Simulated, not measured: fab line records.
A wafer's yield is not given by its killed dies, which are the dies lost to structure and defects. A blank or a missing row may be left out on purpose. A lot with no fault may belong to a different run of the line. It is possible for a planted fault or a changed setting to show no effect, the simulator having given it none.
The tool behind it: which one? | flow sky130 | Sampling: 14 lots, 42 wafers, 4 of 708 route steps

WHAT EACH GAUGE READ, for each wafer
SKY_FIELD_ISO_BOW_MEAS_00.
lot  | measured    | on            | INCOMING_BOW (um)
L471 | day 1 10:01 | film-metro-01 | 3 8 4
L472 | day 1 15:01 | film-metro-01 | 2 -14 4
L473 | day 1 20:00 | film-metro-02 | -4 -4 12
L474 | day 2 01:01 | film-metro-03 | 0 10 14
L475 | day 2 06:01 | film-metro-03 | 5 4 12
L476 | day 2 11:00 | film-metro-01 | -3 1 2
L478 | day 2 21:01 | film-metro-03 | 2 1 0
L479 | day 3 02:02 | film-metro-01 | 6 -2 10
L487 | day 4 18:04 | film-metro-03 | -3 -10 -4
L488 | day 4 23:00 | film-metro-03 | -6 13 3
L490 | day 5 09:01 | film-metro-03 | 2 -6 1
L491 | day 5 14:00 | film-metro-02 | 0 -18 -9
L492 | day 5 19:00 | film-metro-03 | -3 1 -1
L494 | day 6 05:00 | film-metro-01 | -1 -9 -8

SKY_FIELD_ISO_THK_MEAS_02.
lot  | measured    | on            | FIELD_ISO_OXIDATION_00_THK (nm)
L471 | day 1 13:05 | film-metro-02 | 11.49 11.57 11.31
L472 | day 1 17:20 | film-metro-02 | 11.56 11.52 11.84
L473 | day 1 22:04 | film-metro-02 | 12.10 12.11 12.13
L474 | day 2 02:38 | film-metro-01 | 11.96 12.10 11.93
L475 | day 2 08:44 | film-metro-02 | 11.77 11.60 11.78
L476 | day 2 13:02 | film-metro-01 | 11.76 11.79 11.72
L478 | day 2 22:38 | film-metro-01 | 12.03 12.00 12.05
L479 | day 3 04:34 | film-metro-02 | 11.81 11.84 11.87
L487 | day 4 19:40 | film-metro-02 | 11.97 12.02 11.90
L488 | day 5 01:17 | film-metro-03 | 12.08 12.07 11.95
L490 | day 5 10:40 | film-metro-02 | 11.89 12.02 11.99
L491 | day 5 16:29 | film-metro-02 | 11.78 11.80 12.10
L492 | day 5 22:53 | film-metro-02 | 11.98 12.10 12.12
L494 | day 6 07:20 | film-metro-02 | 12.30 12.24 12.18

SKY_SONOS_ONO_THK_MEAS_05.
lot  | measured     | on            | SONOS_ONO_CVD_04_THK (nm)
L471 | day 11 13:53 | film-metro-02 | 5.72 5.57 5.66
L472 | day 11 23:32 | film-metro-02 | 5.71 5.54 5.69
L473 | day 12 06:53 | film-metro-01 | 5.81 5.84 5.77
L474 | day 12 15:17 | film-metro-02 | 5.76 5.68 5.71
L475 | day 13 01:02 | film-metro-02 | 5.72 5.76 5.85
L476 | day 13 07:22 | film-metro-03 | 5.88 5.74 5.73
L478 | day 13 15:28 | film-metro-03 | 5.63 5.50 5.58
L479 | day 14 00:01 | film-metro-03 | 5.81 5.86 5.81
L487 | day 17 13:09 | film-metro-01 | 6.02 5.92 5.98
L488 | day 17 13:07 | film-metro-02 | 5.73 5.80 5.82
L490 | day 18 00:15 | film-metro-01 | 5.65 5.76 5.74
L491 | day 18 14:05 | film-metro-02 | 5.77 5.70 5.79
L492 | day 18 14:05 | film-metro-03 | 5.90 5.89 5.81
L494 | day 19 04:17 | film-metro-03 | 5.48 5.79 5.71

TOOL THAT RAN EACH LOT (tool first, then ch and the chambers of the sampled wafers, then the start)
lot  | SKY_NWELL_EXPOSE_07
L471 | iline-stepper-02 ch 0, day 4 04:40
L472 | iline-stepper-01 ch 0, day 4 13:01
L473 | iline-stepper-02 ch 0, day 4 15:07
L474 | iline-stepper-02 ch 0, day 4 23:17
L475 | iline-stepper-01 ch 0, day 5 05:44
L476 | iline-stepper-01 ch 0, day 5 10:44
L478 | iline-stepper-01 ch 0, day 5 17:51
L479 | iline-stepper-01 ch 0, day 6 00:14
L487 | iline-stepper-01, day 8 02:49
L488 | iline-stepper-02, day 8 07:01
L490 | iline-stepper-02 ch 0, day 8 20:20
L491 | iline-stepper-02 ch 0, day 9 01:14
L492 | iline-stepper-02 ch 0, day 9 06:26
L494 | iline-stepper-01 ch 0, day 9 15:08
- SKY_NWELL_EXPOSE_07: exposes mask NWM, target cd 840 nm.

WHAT THE TOOLS THEMSELVES READ (means of the sampled wafers that have a number; where no wafer has one, the mark that the record gives instead)
SKY_NWELL_EXPOSE_07.
lot  | tool             | exposure-dose-mJ-cm2 | focus-offset-nm (nm)
L471 | iline-stepper-02 | 254.81               | 0.1
L472 | iline-stepper-01 | 254.80               | 0.3
L473 | iline-stepper-02 | 255.25               | 0.0
L474 | iline-stepper-02 | 254.81               | 0.3
L475 | iline-stepper-01 | 254.76               | -0.3
L476 | iline-stepper-01 | 255.00               | 1.1
L478 | iline-stepper-01 | 255.03               | -0.2
L479 | iline-stepper-01 | 255.49               | 0.3
L487 | iline-stepper-01 | -                    | -
L488 | iline-stepper-02 | -                    | -
L490 | iline-stepper-02 | 254.96               | -0.3
L491 | iline-stepper-02 | 254.99               | 0.2
L492 | iline-stepper-02 | 254.79               | 0.6
L494 | iline-stepper-01 | 254.88               | -0.2

THE ANSWER, worked out from the rows above alone
Rule: the usual values come from the lots themselves. The widest of any qualifying gaps counts: lots, ordered by their means at a reading, are off when they make up no more than a third of the lots, leave a main group of 4 or more, and stand apart from it by 3 or more times the standard deviation of that group's means. If all means in a main group match to the digits the tables above print for the reading, that group is not used. Also off: a lot with no number at a reading for which 4 or more lots have one. All remaining lots with rows at the step are treated as sound. The gauges are gone through in route order, then the tools' own readings, and for those a lot's mean is taken as printed above. At the first step where some lot is off, the reading lying furthest off is the one used; lots without a number count as furthest.
Off: L487, L488 (SKY_NWELL_EXPOSE_07, exposure-dose-mJ-cm2). Without a number there: L487, L488. Mean 254.96 and standard deviation 0.21 in the main group.
A tool fits if, at that step or a process step before it, it ran every lot that is off, and no sound lot after the first of them. Not one of the candidates tried fits.

WHAT WAS PUT IN BY THE SIMULATOR
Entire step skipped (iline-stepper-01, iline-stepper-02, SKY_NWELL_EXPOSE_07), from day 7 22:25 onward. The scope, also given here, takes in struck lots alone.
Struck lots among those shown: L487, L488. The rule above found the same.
